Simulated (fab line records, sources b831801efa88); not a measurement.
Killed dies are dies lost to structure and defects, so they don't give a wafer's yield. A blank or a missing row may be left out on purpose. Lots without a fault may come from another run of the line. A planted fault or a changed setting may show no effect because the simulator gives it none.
A struck lot beside a sound one | flow sky130 | 16 steps out of a route of 708
Sound: wafers L201.2, L201.5, L201.6. Struck: wafer L210.5. (L210.2, L210.6 of the same lot were not struck and are left out.) The cause comes at the end.
At each step with rows: each side's tool, then ch and its chambers, then its first start. Under that, the readings that differ: sound wafers | struck wafers | difference of the means | sigmas: that difference in standard deviations of wafers without a fault.
alike: readings whose means differ by less than 2 such deviations, and words and numbers that are the same on both sides. not compared: withheld readings, readings that some wafer has no value for, bounds like >300 that may hide the same value, and numbers for which the record gives no deviation and whose values overlap.
The two part at a step that has a row with sigmas, a row that says differs or no value, or rows on one side only. Numbers that don't overlap but have no deviation are shown without sigmas and don't part them. A reading that every wafer of one side lacks parts them only if that side has two wafers or more.

first, 8 steps without rows for these wafers: SKY_METAL1_DEHYDRATE_07 (time 60 s); SKY_METAL1_HMDS_08 (prime time 60 s); SKY_METAL1_COAT_09 (resist thk 60 nm); SKY_METAL1_COAT_10 (resist thk 450 nm); SKY_METAL1_SOFTBAKE_11 (time 90 s); SKY_METAL1_EXPOSE_12 (exposes mask MM1, target cd 140 nm); SKY_METAL1_PEB_13; SKY_METAL1_DEVELOP_14 (develop time 60 s).
SKY_METAL1_CD_MEAS_15: target cd 140 nm.
  sound on cd_sem-02, day 33 08:52; struck on cd_sem-01, day 36 03:04
  alike: cd_nm
SKY_METAL1_OVL_MEAS_16:
  sound on overlay-02, day 33 08:58; struck on overlay-02, day 36 03:10
  alike: METAL1_OVL
SKY_METAL1_DESCUM_17: chemistry O2, time 8 s.
  sound on rie_metal-03 ch 0,1, day 33 08:59; struck on rie_metal-02 ch 0, day 36 03:11
  alike: drypump_motor_current_A, oes_product_au
  not compared: rf_hours_counter_h
SKY_METAL1_ETCH_18: etches BARC in N2/H2, stops on SiO2, time 45.9 s, target depth 60 nm.
  sound on rie_metal-03 ch 0,1, day 33 09:02; struck on rie_metal-02 ch 0, day 36 03:14
  reading                | sound                | struck | difference | sigmas
  throttle_valve_pct (%) | 13.234 13.232 13.210 | 13.207 | -0.018     | -2
  alike: drypump_motor_current_A, oes_product_au
  not compared: rf_hours_counter_h
SKY_METAL1_METAL_ETCH_19: etches the open film in Cl2/BCl3, stops on SiO2, target depth 360 nm, time 78 s.
  sound on rie_metal-03 ch 0,1, day 33 09:05; struck on rie_metal-02 ch 0, day 36 03:17
  reading                                       | sound             | struck | difference | sigmas
  oes_product_au (a.u.)                         | 0.850 0.847 0.852 | 0.837  | -0.013     | -2
  model.KrF-thick_of_METAL1_COAT_10.thk_nm (nm) | 160.4 157.9 160.1 | 221.7  | +62.2      |
  model.etch.depth_nm (nm)                      | 357.3 358.5 356.6 | 340.2  | -17.3      |
  model.METAL1.feature_depth_nm (nm)            | 357.3 358.5 356.6 | 340.2  | -17.3      |
  alike: drypump_motor_current_A, throttle_valve_pct
  not compared: rf_hours_counter_h
SKY_METAL1_STRIP_20: strips in O2/N2.
  sound on plasma_asher-03 ch 0,1, day 33 09:11; struck on plasma_asher-01 ch 0, day 36 03:23
  reading                      | sound             | struck | difference | sigmas
  oes_product_au (a.u.)        | 0.342 0.343 0.341 | 0.367  | +0.025     | +5
  strip_time_to_endpoint_s (s) | 2.70 2.69 2.70    | 3.38   | +0.68      | +18
  alike: drypump_motor_current_A
  not compared: rf_hours_counter_h
then, 1 step without rows for these wafers: SKY_METAL1_STRIP_21 (strips in post etch residue remover, time 1200 s).
-- the record jumps here: 12 days lie between the struck wafers' starts before and after (it left off in module METAL1 and takes up again in module PAD_OPEN, whose first step shown is number 708 of the route) --
SKY_PAD_OPEN_PROBE_99:
  sound on prober-01, day 46 01:57; struck on prober-02, day 48 06:06
  reading                  | sound          | struck | difference | sigmas
  defect_limited_yield (%) | 77.0 80.7 79.9 | 4.7    | -74.5      | -39
  killed_at_M0_to_M3       | 65 52 47       | 422    | +367       | +53
  killed_dies              | 113 95 99      | 469    | +367       | +39
  killed_on_rim            | 23 18 18       | 96     | +76        | +19
  sort_bin_5_function (%)  | 13.4 11.0 10.8 | 90.4   | +78.7      | +56
  sort_bin_6_memory (%)    | 7.3 8.1 8.3    | 4.3    | -3.6       | -3
  sort_n_pass              | 379 397 393    | 23     | -367       | -39
  sort_yield_pct (%)       | 77.0 80.7 79.9 | 4.7    | -74.5      | -39
  alike: killed_at_M4_up, killed_at_contacts, killed_at_front_end, killed_at_other, killed_open, killed_short, sort_bin_3_pad_short

WHERE THEY PART
First at SKY_METAL1_ETCH_18; last, within this record, at SKY_PAD_OPEN_PROBE_99.

WHY: what the simulator had put in
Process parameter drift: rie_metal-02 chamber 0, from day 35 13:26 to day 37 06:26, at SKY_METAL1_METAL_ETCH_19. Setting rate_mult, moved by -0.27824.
